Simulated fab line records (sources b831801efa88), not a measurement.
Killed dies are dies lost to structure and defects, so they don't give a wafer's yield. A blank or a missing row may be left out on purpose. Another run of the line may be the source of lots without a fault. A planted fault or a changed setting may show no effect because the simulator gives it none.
Problem report in the 8D (eight disciplines) form, filled by code || flow gf180mcu || the parts of the form that need people (team, actions taken, sign-off) are left out

## 1. WHAT WENT WRONG
biasW at GF_POLY_GATE_ETCH_12 reads a mean of 90.50 W on 6 wafers of 2 lots; wafers without a fault read 100.01 W with a standard deviation of 0.3. That puts it -32 standard deviations away from the usual mean.
The step: etches BARC in N2/H2.
First seen on wafer L836.1, day 13 12:38, on rieDiel-03. The record holds 42 wafers of 14 lots with a number at this step. By rule, "out" or "out of limits" means more than 4 standard deviations away from the usual mean. The other wafers with a number count as sound.

## 2. WHAT IT IS; WHAT IT IS NOT
{"question": "which readings at this step", "is": "biasW", "is not": "drypumpMotorCurrentA, oesProductAu, throttleValvePct"}
{"question": "which lots", "is": "L836, L837", "is not": "L821, L823, L825, L826, L827, L828, L830, L832, L833, L834, L835, L842"}
{"question": "which wafers of those lots", "is": "all that have a number", "is not": "-"}
{"question": "read on which tools", "is": "rieDiel-03", "is not": "rieDiel-01, rieDiel-02"}
{"question": "when", "is": "from day 13 12:38", "is not": "up to then (33 sound wafers); but 3 sound wafers of L842 came after"}

## 3. THE SUSPECTS, EACH WITH WHAT RULES IT OUT
Counting: any tool at a process step up to the reading is kept as a suspect provided that every lot that is out went through it and no sound lot did after the first of them.
- rieDiel-03 at GF_POLY_GATE_ETCH_12 (etches BARC in N2/H2): kept. It ran every lot that is out, first L836 (day 13 12:38), and no sound lot after that; its last sound lot up to then is L835 (day 13 10:34). Its own readings are out on those wafers: biasW.
The count leaves rieDiel-03 at GF_POLY_GATE_ETCH_12.

## 4. THE CAUSE (what the simulator had put in)
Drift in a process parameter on rieDiel-03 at GF_POLY_GATE_ETCH_12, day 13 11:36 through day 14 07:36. Setting biasW shifted by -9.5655 from 100. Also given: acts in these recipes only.
After counting, this tool was the only one left.

## 5. THE EFFECT CHAIN, in route order
Rows list readings where the struck wafers' mean (over those with a number) sits beyond 3 standard deviations from the usual. Only readings for which the record gives a usual standard deviation are gone through. hours: the time from each lot's start at the first step in this table that gives one to its start at this step, as a median over the lots. sigmas: the change in usual standard deviations.
{"hours": 0, "step": "GF_POLY_GATE_ETCH_12", "reading": "biasW", "usual": "100.01 W", "on struck wafers": 90.50, "change": -9.52, "sigmas": -32}
The process steps in it:
- GF_POLY_GATE_ETCH_12: etches BARC in N2/H2.

## 6. HOW IT WOULD HAVE BEEN CAUGHT EARLIER
In this record the first reading out of limits was taken at day 13 12:38, 1 hour after the fault began at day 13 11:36.
